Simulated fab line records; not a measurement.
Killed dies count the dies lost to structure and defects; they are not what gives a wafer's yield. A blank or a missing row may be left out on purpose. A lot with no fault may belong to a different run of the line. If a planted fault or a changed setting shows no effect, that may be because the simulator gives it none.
Struck lot and sound lot, side by side || flow sky130 || 15 out of 708 route steps
Sound: the wafers L709.1, L709.4, L709.6. The struck wafers were L715.1, L715.3, L715.6. Last of all comes the cause.
Per side, at each step with rows, come the tool, then ch with its chambers, and then its first start. Under that, the readings that differ: sound wafers || struck wafers || difference of the means || sigmas: that difference in standard deviations of wafers without a fault.
alike: a reading whose means differ by less than 2 such deviations, as well as words and numbers matching on both sides. not compared: withheld readings; readings where some wafer has no value; bounds like >300 that might hide an equal value; numbers whose values overlap and for which the record gives no deviation.
Wherever a step has rows on one side only, a row that says differs or no value, or a row with sigmas, the two part there. Numbers that have no deviation but don't overlap get no sigmas and don't part them. A reading missing from all wafers of one side parts the sides only when that side holds two or more wafers.

first, 2 steps without rows for these wafers: SKY_CAP2M_PEB_10; SKY_CAP2M_DEVELOP_11 (develop time 60 s).
SKY_CAP2M_OVL_MEAS_12:
  sound on overlay-02 at day 40 23:20; struck on overlay-02 at day 43 15:50
  alike: CAP2M_OVL
SKY_CAP2M_METAL_ETCH_13: etches TiN in Cl2/BCl3, stops on SiO2, target depth 220 nm, time 62.9 s.
  sound on rie metal-02 ch 0,1, day 40 23:23; struck on rie metal-01 ch 0,1, day 43 15:53
  alike: drypump motor current A, mfc cl2 sccm, oes product au, throttle valve pct
  not compared: rf hours counter h
SKY_CAP2M_STRIP_14: strips in O2/N2.
  sound on plasma asher-03 ch 0, day 40 23:28; struck on plasma asher-03 ch 0,1, day 43 15:58
  alike: drypump motor current A, n2 flow sccm, oes product au, strip time to endpoint s
  not compared: rf hours counter h
then, 7 steps without rows for these wafers: SKY_CAP2M_STRIP_15 (strips in post etch residue remover, time 1200 s); SKY_CAP2M_CLEAN_16 (cleans in IPA, time 180 s); SKY_CAP2M_CLEAN_17 (cleans in O3/DIW); SKY_METAL4_DEHYDRATE_05 (time 60 s); SKY_METAL4_HMDS_06 (prime time 60 s); SKY_METAL4_COAT_07 (resist thk 60 nm); SKY_METAL4_COAT_08 (resist thk 1140 nm).
SKY_METAL4_SOFTBAKE_09: time 90 s.
  sound on litho track-04 ch 0, day 41 12:00; struck on litho track-03 ch 0, day 44 03:00
{"reading": "heater power total W (W)", "sound": "57.54 57.29 57.49", "struck": "58.20 58.10 58.12", "difference": "+0.70", "sigmas": "+6"}
{"reading": "plate temp C (C)", "sound": "99.87 99.96 100.10", "struck": "101.07 100.88 101.05", "difference": "+1.02", "sigmas": "+9"}
then, 1 step without rows for these wafers: SKY_METAL4_EXPOSE_10 (exposes mask MM4, target cd 300 nm).
-- the record jumps here: 4 days lie between the struck wafers' starts before and after (it left off in module METAL4 and takes up again in module PAD_OPEN, whose first step shown is number 708 of the route) --
SKY_PAD_OPEN_PROBE_99:
  sound on prober-02 at day 46 00:04; struck on prober-02 at day 48 07:31
  alike: defect limited yield, killed_at_M0_to_M3, killed_at_M4_up, killed at contacts, killed at front end, killed at other, killed dies, killed open, killed short, sort_bin_3_pad_short, sort_bin_5_function, sort_bin_6_memory, sort n pass, sort yield pct

== WHERE THEY PART ==
SKY_METAL4_SOFTBAKE_09 only, going by this record. Later steps at which nothing parts them and some readings are alike: SKY_PAD_OPEN_PROBE_99.

WHY: whatever the simulator had introduced
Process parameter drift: litho track-03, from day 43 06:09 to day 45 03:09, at SKY_METAL4_SOFTBAKE_09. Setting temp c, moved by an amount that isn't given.
